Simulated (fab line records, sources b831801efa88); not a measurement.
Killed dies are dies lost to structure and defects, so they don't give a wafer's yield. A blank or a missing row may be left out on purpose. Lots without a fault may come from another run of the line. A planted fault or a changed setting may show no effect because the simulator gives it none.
Which tool did it? | flow gf180mcu | 13 lots, 39 wafers sampled, at 4 steps of a route of 602

WHAT THE GAUGES READ, wafer by wafer
GF_HV_LDD_OVL_MEAS_08. Usual: HV_LDD_OVL -0.2 nm, standard deviation 1.4.
lot  | measured     | on         | HV_LDD_OVL (nm)   | flag
L256 | day 10 00:40 | overlay-01 | -1.1 -0.3 0.7     |
L258 | day 10 15:10 | overlay-02 | -0.2 0.0 1.7      |
L259 | day 10 21:04 | overlay-02 | 0.0 0.9 1.3       |
L261 | day 11 14:58 | overlay-01 | -1.7 -1.0 0.5     |
L262 | day 11 18:10 | overlay-02 | -2.3 -0.1 -1.1    |
L266 | day 12 23:04 | overlay-01 | 212.1 211.7 211.0 | OFF
L267 | day 13 05:29 | overlay-02 | 206.9 208.0 206.1 | OFF
L268 | day 13 15:55 | overlay-01 | 1.5 0.6 0.5       |
L273 | day 15 04:55 | overlay-01 | -1.3 -0.7 -1.8    |
L275 | day 16 05:49 | overlay-02 | 0.4 1.0 3.1       |
L276 | day 16 07:48 | overlay-02 | 0.0 1.0 -0.6      |
L277 | day 16 20:51 | overlay-01 | -1.7 -1.1 -1.3    |
L279 | day 17 02:31 | overlay-01 | 2.1 -1.7 -1.2     |

GF_V4_CD_MEAS_14: target cd 260 nm. Usual: cd_nm 260.4 nm, standard deviation 1.2.
lot  | measured     | on        | cd_nm (nm)        | flag
L256 | day 24 08:35 | cd_sem-02 | 260.7 258.8 260.0 |
L258 | day 25 10:33 | cd_sem-02 | 259.3 259.9 258.5 |
L259 | day 25 08:38 | cd_sem-02 | 261.3 259.1 260.9 |
L261 | day 26 10:28 | cd_sem-01 | 261.4 261.7 260.7 |
L262 | day 26 11:38 | cd_sem-01 | 262.1 263.4 260.8 |
L266 | day 27 17:05 | cd_sem-02 | 259.9 261.6 261.8 |
L267 | day 27 23:41 | cd_sem-01 | 260.2 259.0 259.3 |
L268 | day 28 09:28 | cd_sem-01 | 261.9 261.1 260.2 |
L273 | day 29 18:41 | cd_sem-02 | 260.3 260.9 259.8 |
L275 | day 30 16:17 | cd_sem-01 | 261.2 260.0 259.8 |
L276 | day 30 18:55 | cd_sem-02 | 257.5 258.1 258.8 |
L277 | day 31 04:17 | cd_sem-02 | 260.4 259.4 259.5 |
L279 | day 31 09:06 | cd_sem-01 | 262.6 261.9 262.7 |

WHICH TOOL RAN EACH LOT (tool, then ch and the chambers of the sampled wafers, then the start)
lot  | GF_HV_LDD_EXPOSE_04                 | GF_V2_STRIP_18
L256 | iline_stepper-02 ch 0, day 9 15:46  | plasma_asher-03 ch 0,1, day 20 05:52
L258 | iline_stepper-02 ch 0, day 10 06:11 | plasma_asher-04 ch 0,1, day 21 01:31
L259 | iline_stepper-02 ch 0, day 10 12:07 | plasma_asher-01 ch 0,1, day 21 08:39
L261 | iline_stepper-02 ch 0, day 11 05:41 | plasma_asher-03 ch 0,1, day 22 12:30
L262 | iline_stepper-01 ch 0, day 11 08:50 | plasma_asher-04 ch 0,1, day 22 12:51
L266 | iline_stepper-02 ch 0, day 12 13:30 | plasma_asher-03 ch 0,1, day 23 22:36
L267 | iline_stepper-02 ch 0, day 12 19:43 | plasma_asher-03 ch 0,1, day 24 05:23
L268 | iline_stepper-01 ch 0, day 13 05:38 | plasma_asher-03 ch 0,1, day 24 15:47
L273 | iline_stepper-01 ch 0, day 14 18:01 | plasma_asher-03 ch 0,1, day 26 04:52
L275 | iline_stepper-01 ch 0, day 15 19:17 | plasma_asher-01 ch 0,1, day 27 06:16
L276 | iline_stepper-01 ch 0, day 15 20:59 | plasma_asher-01 ch 0,1, day 27 07:13
L277 | iline_stepper-01 ch 0, day 16 09:58 | plasma_asher-04 ch 0,1, day 27 18:48
L279 | iline_stepper-01 ch 0, day 16 15:15 | plasma_asher-03 ch 0,1, day 28 00:33
- GF_HV_LDD_EXPOSE_04: exposes mask Nplus LV AREA, target cd 400 nm.
- GF_V2_STRIP_18: strips in O2/N2.

WHAT THE TOOLS THEMSELVES READ (means of the sampled wafers that have a number; where no wafer has one, the mark that the record gives instead)
GF_V2_STRIP_18. Usual: drypump_motor_current_A 5.8 A, standard deviation 0.43; heater_power_w 329 W, standard deviation 56; oes_product_au 0.593 a.u., standard deviation 0.0054.
lot  | tool            | drypump_motor_current_A (A) | heater_power_w (W) | oes_product_au (a.u.) | flag
L256 | plasma_asher-03 | 5.8                         | 285                | 0.593                 |
L258 | plasma_asher-04 | 6.0                         | 347                | 0.592                 |
L259 | plasma_asher-01 | 6.0                         | 397                | 0.599                 |
L261 | plasma_asher-03 | 5.4                         | 278                | 0.594                 |
L262 | plasma_asher-04 | 6.0                         | 341                | 0.586                 |
L266 | plasma_asher-03 | 5.7                         | 284                | 0.589                 |
L267 | plasma_asher-03 | 5.7                         | 278                | 0.597                 |
L268 | plasma_asher-03 | 5.7                         | 279                | 0.587                 |
L273 | plasma_asher-03 | 5.4                         | 274                | 0.595                 |
L275 | plasma_asher-01 | 6.0                         | 396                | 0.591                 |
L276 | plasma_asher-01 | 5.9                         | 371                | 0.590                 |
L277 | plasma_asher-04 | 5.9                         | 372                | 0.601                 |
L279 | plasma_asher-03 | 5.7                         | 285                | 0.593                 |

THE ANSWER, worked out from the rows above alone
Rule: a lot is off if the mean of its wafers that have a number lies more than 3 standard deviations from the usual mean. A lot without any number at a reading at which 4 lots or more have one is off too. The other lots that the step has rows for count as sound. The gauges are gone through in route order, then the tools' own readings, and for those a lot's mean is taken as printed above. The first step at which some lot is off is used, and at that step the reading that is off furthest; a lot without a number counts as furthest.
Off: L266, L267, at GF_HV_LDD_OVL_MEAS_08 (HV_LDD_OVL).
A tool fits if, at a process step before that reading, it ran every lot that is off, and no sound lot after the first of them. The gauges at GF_HV_LDD_OVL_MEAS_08 are tried like those tools. One fits: iline_stepper-02 at GF_HV_LDD_EXPOSE_04. Its last sound lot is L261 (day 11 05:41), its first lot that is off L266 (day 12 13:30): a fault that began between those two fits.

WHAT THE SIMULATOR HAD PUT IN
Scanner matching overlay: iline_stepper-02, from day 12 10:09 on, at GF_HV_LDD_EXPOSE_04. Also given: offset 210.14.
Lots struck among those shown: L266, L267. The rule above found the same.
